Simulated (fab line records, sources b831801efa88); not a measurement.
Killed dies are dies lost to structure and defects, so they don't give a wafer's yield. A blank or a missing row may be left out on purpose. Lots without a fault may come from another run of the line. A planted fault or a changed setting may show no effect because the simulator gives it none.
A struck lot beside a sound one | flow gf180mcu | 27 steps out of a route of 602
Sound: wafers L140.2, L140.5, L140.6. Struck: wafers L147.1, L147.3, L147.6. The cause comes at the end.
At each step with rows: each side's tool, then ch and its chambers, then its first start. Under that, the readings that differ: sound wafers | struck wafers | difference of the means | sigmas: that difference in standard deviations of wafers without a fault.
alike: readings whose means differ by less than 2 such deviations, and words and numbers that are the same on both sides. not compared: withheld readings, readings that some wafer has no value for, bounds like >300 that may hide the same value, and numbers for which the record gives no deviation and whose values overlap.
The two part at a step that has a row with sigmas, a row that says differs or no value, or rows on one side only. Numbers that don't overlap but have no deviation are shown without sigmas and don't part them. A reading that every wafer of one side lacks parts them only if that side has two wafers or more.

first, 3 steps without rows for these wafers: GF_STI_WET_ETCH_27 (etches Si3N4 in H3PO4, target depth 160 nm, time 1825 s); GF_STI_WET_ETCH_28 (etches SiO2 in dHF, target depth 20 nm, time 40 s); GF_STI_OXIDATION_29 (stabilise 600 s, purge 300 s, target thk 10 nm).
GF_STI_THK_MEAS_30:
  sound on film_metro-02, day 2 20:14; struck on film_metro-01, day 4 09:49
  alike: STI_OXIDATION_02_THK
then, 8 steps without rows for these wafers: GF_DNWELL_DEHYDRATE_00 (time 60 s); GF_DNWELL_HMDS_01 (prime time 60 s); GF_DNWELL_COAT_02 (resist thk 3000 nm); GF_DNWELL_SOFTBAKE_03; GF_DNWELL_EXPOSE_04 (exposes mask DNWELL, target cd 1700 nm); GF_DNWELL_PEB_05; GF_DNWELL_DEVELOP_06 (develop time 60 s); GF_DNWELL_IMPLANT_07.
GF_DNWELL_STRIP_08: strips in O2/N2.
  sound on plasma_asher-01 ch 0,1, day 3 09:16; struck on plasma_asher-02 ch 0,1, day 4 23:49
  no value came back on the struck wafers for any of 5 readings (chamber_pressure_mTorr (mTorr), drypump_motor_current_A (A) and others); on the sound wafers chamber_pressure_mTorr (mTorr) reads 1499.1 1499.5 1499.8
  reading                                  | sound | struck         | difference | sigmas
  model.coat_of_DNWELL_COAT_02.thk_nm (nm) | 0 0 0 | 2994 2994 2994 | +2994      |
  not compared: rf_hours_counter_h
GF_DNWELL_TW_MEAS_09:
  sound on film_metro-03, day 3 09:22; struck on film_metro-02, day 4 23:55
  alike: DNWELL_TW
then, 7 steps without rows for these wafers: GF_NWELL_DEHYDRATE_00 (time 60 s); GF_NWELL_HMDS_01 (prime time 60 s); GF_NWELL_COAT_02 (resist thk 3000 nm); GF_NWELL_SOFTBAKE_03; GF_NWELL_EXPOSE_04 (exposes mask Nwell, target cd 860 nm); GF_NWELL_PEB_05; GF_NWELL_DEVELOP_06 (develop time 60 s).
GF_NWELL_OVL_MEAS_07:
  sound on overlay-02, day 3 21:37; struck on overlay-02, day 5 14:06
  alike: NWELL_OVL
then, 2 steps without rows for these wafers: GF_NWELL_IMPLANT_08; GF_NWELL_IMPLANT_09.
GF_NWELL_STRIP_10: strips in O2/N2.
  sound on plasma_asher-02 ch 0,1, day 3 21:57; struck on plasma_asher-04 ch 0,1, day 5 14:26
  reading                      | sound             | struck            | difference | sigmas
  oes_product_au (a.u.)        | 0.720 0.716 0.728 | 0.739 0.747 0.740 | +0.021     | +5
  strip_time_to_endpoint_s (s) | 36.91 36.94 36.99 | 81.14 81.16 81.15 | +44.20     | +99 or more
  alike: chamber_pressure_mTorr, drypump_motor_current_A, heater_power_w
  not compared: rf_hours_counter_h
GF_NWELL_TW_MEAS_11:
  sound on film_metro-01, day 3 22:04; struck on film_metro-01, day 5 14:32
  reading  | sound          | struck   | difference | sigmas
  NWELL_TW | 1573 1574 1581 | 29 29 30 | -1547      | -99 or more
then, 1 step without rows for these wafers: GF_LVPWELL_DEHYDRATE_00 (time 60 s).

WHERE THEY PART
First at GF_DNWELL_STRIP_08; last, within this record, at GF_NWELL_TW_MEAS_11.

WHY: what the simulator had put in
Skipped step whole: plasma_asher-02, from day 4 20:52 on, at GF_DNWELL_STRIP_08. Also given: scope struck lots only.
